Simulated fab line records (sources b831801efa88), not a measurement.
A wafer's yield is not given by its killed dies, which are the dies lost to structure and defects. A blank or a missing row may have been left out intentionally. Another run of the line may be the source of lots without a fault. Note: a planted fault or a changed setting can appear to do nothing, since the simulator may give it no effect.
Lot-split experiment ; flow sfq line ; 5 lots, 23 wafers read, on a route of 325 steps

## ABOUT THE SPLIT
At SFQ_TRILAYER_JJ_CE_LITHO_COAT_114 (resist thk 600 nm), the setting spin rpm was moved away from the recipe's 3000 rpm on 7 of the 23 wafers read, by -7.2% to +6.8%. The other wafers ran this setting at the recipe's value.

The file shows no step between the split and the reading.

## THE READING
KrF_of_TRILAYER_JJ_CE_LITHO_COAT_114.thk nm (the simulator's own value, which no gauge read), in nm, at SFQ_TRILAYER_JJ_CE_ETCH_RIE_118 (chemistry SF6, target Nb, stops on Al2O3, time 97.7 s, target depth 170 nm). No usual value for it is given in the file. The 16 wafers here that ran the recipe average 477.3 nm, standard deviation 5.6 nm.

wafer;tool, chamber at the split;spin rpm as run, rpm;against the recipe;KrF_of_TRILAYER_JJ_CE_LITHO_COAT_114.thk nm, nm;against lot-mates on the recipe
L075.2;litho track-02, 0;3000;recipe;482.6;-
L075.3;litho track-02, 0;3000;recipe;480.9;-
L075.4;litho track-02, 0;3000;recipe;479.7;-
L075.5;litho track-02, 0;3000;recipe;480.7;-
L075.6;litho track-02, 0;3000;recipe;478.9;-
L076.1;litho track-03, 0;3073;+2.4%;481.2;-2.1
L076.2;litho track-03, 0;3000;recipe;481.4;-
L076.3;litho track-03, 0;3073;+2.4%;472.5;-10.8
L076.4;litho track-03, 0;3000;recipe;488.4;-
L076.5;litho track-03, 0;3000;recipe;480;-
L080.1;litho track-02, 0;3000;recipe;479;-
L080.2;litho track-02, 0;3204;+6.8%;452.6;-22.1
L080.3;litho track-02, 0;3204;+6.8%;450.4;-24.3
L080.4;litho track-02, 0;3000;recipe;470.4;-
L080.5;litho track-02, 0;3204;+6.8%;458.7;-16.0
L082.1;litho track-04, 0;3000;recipe;475.6;-
L082.3;litho track-04, 0;2785;-7.2%;496.2;+26.7
L082.4;litho track-04, 0;2785;-7.2%;486.9;+17.4
L082.5;litho track-04, 0;3000;recipe;467;-
L082.6;litho track-04, 0;3000;recipe;466;-
L085.1;litho track-04, 0;3000;recipe;474.8;-
L085.2;litho track-04, 0;3000;recipe;476.2;-
L085.6;litho track-04, 0;3000;recipe;475.7;-

FIT RESULTS
A straight line over all 23 wafers: KrF_of_TRILAYER_JJ_CE_LITHO_COAT_114.thk nm changes by -2.68 nm for each +1% of spin rpm; r = -0.83; the points scatter about the line by 6.2 nm.
The same after taking each lot's own level away (the mean of its wafers on the recipe; 23 wafers): -3.05 nm for each +1%; r = -0.95; scatter 3.5 nm.
According to that fit, moving spin rpm by its largest amount changes the reading by 22 nm.
Across the lots, their own levels run from 469.53 to 483.27 nm, a range of 2.4 times the standard deviation given above.
Thus the slope moves with the lot-to-lot level: the two fits are different.
Check: for one of the wafers moved furthest among these (-7.2%), held out of the fit, the line's prediction against its lot-mates is +20.1 nm. Against them it came out at +26.7 nm.

## THE OTHER SPLITS THESE WAFERS WENT THROUGH
Before the reading, these wafers also passed through other splits. Each is held against what the fit with the lots' levels taken away leaves over:
other split on the same wafers;wafers away from the commonest value;r with KrF_of_TRILAYER_JJ_CE_LITHO_COAT_114.thk nm (lot level and that fit taken away)
SFQ_TRILAYER_M4_DEP_SPUTTER_091 power w;8;-0.33
SFQ_TRILAYER_M4_LITHO_COAT_093 resist thk nm;9;+0.21
SFQ_TRILAYER_M4_ETCH_METAL_ETCH_096 time s;10;-0.10
SFQ_TRILAYER_I4_VIA_BARC_OPEN_VIA_ETCH_146 time s;8;-0.24

## THE WHOLE CHAIN: every reading that the file lists as answering this split, in the file's order
step;what it does;reading;change (the file's fit);r (the file's)
SFQ_TRILAYER_JJ_CE_LITHO_COAT_114;resist thk 600 nm;KrF_of_TRILAYER_JJ_CE_LITHO_COAT_114.thk nm (the simulator's own value, which no gauge read);-2.84 nm for each +1% of the setting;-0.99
SFQ_TRILAYER_JJ_CE_ETCH_RIE_118;chemistry SF6, target Nb, stops on Al2O3, time 97.7 s, target depth 170 nm;KrF_of_TRILAYER_JJ_CE_LITHO_COAT_114.thk nm (the simulator's own value, which no gauge read);-3.04 nm for each +1% of the setting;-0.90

## FILE'S OWN FIT
KrF_of_TRILAYER_JJ_CE_LITHO_COAT_114.thk nm changes by -3.04 nm for each +1% of spin rpm, r = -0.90.
